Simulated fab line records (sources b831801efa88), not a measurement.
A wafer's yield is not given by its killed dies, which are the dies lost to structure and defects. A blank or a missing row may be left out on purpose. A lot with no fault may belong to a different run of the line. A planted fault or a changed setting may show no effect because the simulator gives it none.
One fault seen from 2 desks -- flow sfq-line -- each desk has only its own numbers; what lay behind them comes last

## METROLOGY DESK
Lot by lot, what the gauges showed, no matter which tool ran the lot: averages of those sampled wafers that carry a number. A lot is out of limits, marked OUT, if its mean lies more than 4 standard deviations from the usual mean; the brackets give that distance.
Columns: A = I5_OVL at SFQ_I5_OVL_MEAS_936, usual 4 nm; B = C5_OVL at SFQ_C5_OVL_MEAS_937, usual 1 nm
lot,first seen here,A,B
L468,day 63 08:03,12,-3
L470,day 64 04:53,1,-1
L471,day 64 06:06,11,4
L483,day 68 18:01,2,0
L485,day 69 02:25,2,-3
L486,day 69 09:13,5,6
Finding of this desk: none of the 6 lots has anything out of limits.

## AT THE TOOL OWNER'S DESK: litho-track-03
The tool's own readings at SFQ_TRILAYER_C5_LITHO_COAT_156 (resist thk 62 nm): means of the sampled wafers that have a number, for each lot that ran on this tool. A lot is out of limits, marked OUT, if its mean lies more than 4 standard deviations from the usual mean; the brackets give that distance.
Columns: A = spin-speed-rpm at SFQ_TRILAYER_C5_LITHO_COAT_156, usual 2999.9 rpm
lot,first seen here,A
L470,day 64 06:31,2955.2 (-24) OUT
L471,day 64 07:22,2954.3 (-24) OUT
L483,day 68 19:02,3001.4
This desk's verdict: out of limits on L470, L471, starting with L470 at day 64 06:31 (spin-speed-rpm at SFQ_TRILAYER_C5_LITHO_COAT_156). L483 stayed within limits.

## TAKEN TOGETHER
The tool owner's desk had the chance to raise an alarm at day 64 06:31 on L470, L471.
From the metrology desk's view, nothing was out of limits.
The metrology desk holds a record of L470, L471, inside its limits.
All the named lots went through SFQ_TRILAYER_C5_LITHO_COAT_156 on litho-track-03.

## WHAT THE SIMULATOR HAD PUT IN
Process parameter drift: litho-track-03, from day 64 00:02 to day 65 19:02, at SFQ_TRILAYER_C5_LITHO_COAT_156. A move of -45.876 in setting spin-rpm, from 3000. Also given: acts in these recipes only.
Lots struck among those shown: L470, L471.
Delay in hours, fault start to first out-of-limits reading, by desk: the tool owner's desk at 6.
